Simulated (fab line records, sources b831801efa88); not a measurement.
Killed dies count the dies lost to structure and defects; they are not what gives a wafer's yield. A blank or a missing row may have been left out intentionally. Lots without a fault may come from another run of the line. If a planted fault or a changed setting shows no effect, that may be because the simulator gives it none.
Matching of chambers ; flow sky130 ; 4 sister chambers for SKY_VIA2_CMP_02 on cmp-02
The step polishes SiO2. 4 wafers are shown with their chamber, then 11 later ones without.

## WAFERS WITH THEIR CHAMBER
wafer;chamber;motorCurrentA (A)
L089.2;1;12.5
L088.1;2;11.0
L088.2;3;10.2
L087.1;0;13.7

## WAFERS WITHOUT THEIR CHAMBER
wafer;motorCurrentA (A)
L087.3;12.6
L087.6;12.0
L090.3;11.8
L090.5;11.0
L090.6;13.9
L092.1;13.6
L092.2;12.8
L092.5;10.5
L091.1;10.9
L091.4;13.3
L091.6;10.8

## EACH ONE'S CHAMBER
wafer;from the rows above;in truth
L087.3;1;1
L087.6;can't be placed: 1 or 2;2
L090.3;can't be placed: 1 or 2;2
L090.5;2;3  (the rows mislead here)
L090.6;0;0
L092.1;0;0
L092.2;can't be placed: 1 or 0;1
L092.5;can't be placed: 3 or 2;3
L091.1;can't be placed: 2 or 3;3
L091.4;can't be placed: 0 or 1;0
L091.6;can't be placed: 2 or 3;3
Correct placement for 3 of the 11. Can't be placed from these rows: 7 (the true chamber is among the candidates in 7). Wrongly placed: 1.
How it was worked out, from the rows above alone: a wafer's distance from a chamber is the root of the sum, over the readings, of the square of ((its reading less the chamber's mean) divided by the reading's scatter). If the next closest chamber is less than 2 further off than the closest, the wafer can't be placed; otherwise it belongs to the closest. Each chamber's mean is taken over the wafers shown for it. The scatter (one wafer shown for each chamber): square how far every hidden wafer sits from the nearest shown wafer, average those squares and take the square root.
